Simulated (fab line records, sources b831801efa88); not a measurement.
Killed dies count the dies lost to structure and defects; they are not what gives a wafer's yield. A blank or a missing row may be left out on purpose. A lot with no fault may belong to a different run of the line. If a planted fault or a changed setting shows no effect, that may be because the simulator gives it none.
8D (eight disciplines) problem report, filled in by code | flow sky130 | the parts of the form that need people (team, actions taken, sign-off) are left out

== 1. THE PROBLEM ==
cd_nm at SKY_FIELD_ISO_CD_MEAS_13 reads a mean of 87.5 nm on 1 wafer of 1 lot; wafers without a fault read 149.4 nm with a standard deviation of 1.8. That puts it -34 standard deviations away from the usual mean.
The step: target cd 150 nm.
The first sign was on wafer L836.1 at day 6 06:49, on cd_sem-01. At this step, 39 wafers from 13 lots have a number in the record. By rule, "out" or "out of limits" means more than 4 standard deviations away from the usual mean. The rest of the wafers with a number are treated as sound.

== 2. WHAT IT IS, WHAT IT ISN'T ==
question                    | is               | is not
which readings at this step | cd_nm            | -
which lots                  | L836             | L817, L819, L820, L821, L822, L823, L825, L826, L828, L832, L837, L839
which wafers of those lots  | L836.1           | L836.4, L836.6
read on which gauges        | cd_sem-01        | cd_sem-02
when                        | from day 6 06:49 | up to then (32 sound wafers); but 6 sound wafers of L837, L839 came after

== 3. SUSPECTS, AND WHAT RULES EACH OUT ==
Counting: any tool at a process step up to the reading remains a suspect provided it ran every lot that is out. Sound lots after the first of them don't rule it out here, since some wafers of a struck lot are sound.
- ruled out: the gauge at SKY_FIELD_ISO_CD_MEAS_13. All the wafers that are out were read on cd_sem-01, but those of them that SKY_PAD_OPEN_PROBE_99 has rows for are out there too, on other tools.
- krf_scanner-01 at SKY_FIELD_ISO_EXPOSE_10 (exposes mask FOM, target cd 150 nm): kept. It processed L836, the lot that is out, at day 5 22:04, and its most recent sound lot before then was L832 at day 5 03:16.
Remaining after the count: krf_scanner-01 at SKY_FIELD_ISO_EXPOSE_10.

== 4. THE CAUSE (what the simulator had put in) ==
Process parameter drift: krf_scanner-01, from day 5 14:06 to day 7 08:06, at SKY_FIELD_ISO_EXPOSE_10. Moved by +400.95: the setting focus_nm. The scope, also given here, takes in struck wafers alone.
Counting left only this tool.

== 5. THE EFFECT CHAIN, in route order ==
Each row: a reading whose mean over the struck wafers that have a number lies more than 3 standard deviations from the usual. Only readings whose record carries a usual standard deviation are examined. hours: median over the lots of the time between each lot's start at the first step of this table that gives one and its start at this step. sigmas: the change, counted in usual standard deviations.
hours | step                     | reading             | usual    | on struck wafers | change | sigmas
0     | SKY_FIELD_ISO_CD_MEAS_13 | cd_nm               | 149.4 nm | 87.5             | -61.9  | -34
1055  | SKY_PAD_OPEN_PROBE_99    | killed_at_front_end | 15       | 413              | +398   | +95
1055  | SKY_PAD_OPEN_PROBE_99    | killed_dies         | 89       | 492              | +403   | +43
1055  | SKY_PAD_OPEN_PROBE_99    | killed_on_rim       | 17       | 96               | +79    | +21
It contains these process steps:
- SKY_PAD_OPEN_PROBE_99

== 6. WHAT WOULD HAVE CAUGHT IT SOONER ==
In this record the first reading out of limits at a measuring or inspecting step was taken at day 6 06:49, 17 hours after the fault began at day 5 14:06.
Lots out: 1; all had begun SKY_FIELD_ISO_EXPOSE_10 on krf_scanner-01 by day 6 06:49. Tool hold at that time: it would have spared none of them.
